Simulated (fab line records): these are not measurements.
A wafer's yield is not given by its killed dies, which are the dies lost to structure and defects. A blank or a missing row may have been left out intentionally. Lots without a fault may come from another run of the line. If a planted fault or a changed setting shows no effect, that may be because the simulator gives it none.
Split-lot experiment | flow gf180mcu | 5 lots, 23 wafers read, on a route of 602 steps

## ON THE SPLIT
At GF_STI_CVD_23 (deposits SiO2, target thk 650 nm, time 108.3 s), the setting sih4_flow_sccm was moved away from the recipe's 60 sccm on 11 of the 23 wafers read, by -12.9% to +11.1%. The other wafers ran this setting at the recipe's value.

The reading comes from the split's own step.

## THE READING
SiO2_of_STI_CVD_23.thk_nm (the simulator's own value, which no gauge read), in nm, at GF_STI_CVD_23 (deposits SiO2, target thk 650 nm, time 108.3 s). There is no usual value for it anywhere in the file. Average 649.2 nm, standard deviation 4.3 nm, over the 12 wafers here run with the recipe.

wafer  | tool, chamber at the split | sih4_flow_sccm as run, sccm | against the recipe | SiO2_of_STI_CVD_23.thk_nm, nm | against lot-mates on the recipe
L074.1 | hdpcvd-02, 0               | 60                          | recipe             | 645.4                         | -
L074.2 | hdpcvd-02, 1               | 55.59                       | -7.3%              | 593.9                         | -49.9
L074.3 | hdpcvd-02, 2               | 60                          | recipe             | 641.8                         | -
L074.5 | hdpcvd-02, 2               | 55.59                       | -7.3%              | 595.4                         | -48.4
L074.6 | hdpcvd-02, 1               | 60                          | recipe             | 644.2                         | -
L075.2 | hdpcvd-02, 2               | 60                          | recipe             | 652.4                         | -
L075.4 | hdpcvd-02, 0               | 60                          | recipe             | 649.4                         | -
L075.5 | hdpcvd-02, 1               | 60                          | recipe             | 655.5                         | -
L082.2 | hdpcvd-01, 0               | 60                          | recipe             | 656.3                         | -
L082.3 | hdpcvd-01, 1               | 60                          | recipe             | 647.2                         | -
L082.4 | hdpcvd-01, 0               | 66.65                       | +11.1%             | 718.6                         | +66.9
L082.5 | hdpcvd-01, 2               | 66.65                       | +11.1%             | 723.3                         | +71.5
L082.6 | hdpcvd-01, 1               | 66.65                       | +11.1%             | 719.2                         | +67.5
L083.1 | hdpcvd-02, 1               | 60                          | recipe             | 648.8                         | -
L083.2 | hdpcvd-02, 0               | 53.67                       | -10.5%             | 575.4                         | -72.6
L083.3 | hdpcvd-02, 2               | 53.67                       | -10.5%             | 573.9                         | -74.1
L083.4 | hdpcvd-02, 1               | 53.67                       | -10.5%             | 582.3                         | -65.8
L083.5 | hdpcvd-02, 2               | 60                          | recipe             | 647.3                         | -
L085.1 | hdpcvd-01, 2               | 52.25                       | -12.9%             | 565.1                         | -85.8
L085.2 | hdpcvd-01, 0               | 60                          | recipe             | 653.5                         | -
L085.3 | hdpcvd-01, 1               | 52.25                       | -12.9%             | 560                           | -90.9
L085.5 | hdpcvd-01, 0               | 60                          | recipe             | 648.2                         | -
L085.6 | hdpcvd-01, 2               | 52.25                       | -12.9%             | 565.2                         | -85.6

FIT RESULTS
A straight line over all 23 wafers: SiO2_of_STI_CVD_23.thk_nm changes by +6.65 nm for each +1% of sih4_flow_sccm; r = +1.00; the points scatter about the line by 4.2 nm.
The same after taking each lot's own level away (the mean of its wafers on the recipe; 23 wafers): +6.54 nm for each +1%; r = +1.00; scatter 3.1 nm.
The reading moves by 84 nm for the largest change in sih4_flow_sccm, on that fit.
From 643.80 to 652.43 nm: that is the span of the lots' own levels, equal to 2.0 times the standard deviation above.
So the lot-to-lot level changes the slope little: the two slopes agree.
Check: for one of the wafers moved furthest among these (-12.9%), held out of the fit, the line's prediction against its lot-mates is -85.7 nm. Against them it came out at -85.8 nm.

## OTHER SPLITS ON THESE WAFERS
Before the reading, these wafers also passed through other splits. Each is held against what the fit with the lots' levels taken away leaves over:
other split on the same wafers | wafers away from the commonest value | r with SiO2_of_STI_CVD_23.thk_nm (lot level and that fit taken away)
GF_STI_CVD_03 temp_c           | 18                                   | -0.07
GF_STI_SOFTBAKE_08 time_s      | 4                                    | -0.02
GF_STI_WET_ETCH_17 time_s      | 18                                   | -0.06

## THE FILE'S OWN FIT
SiO2_of_STI_CVD_23.thk_nm changes by +6.59 nm for each +1% of sih4_flow_sccm, r = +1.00.
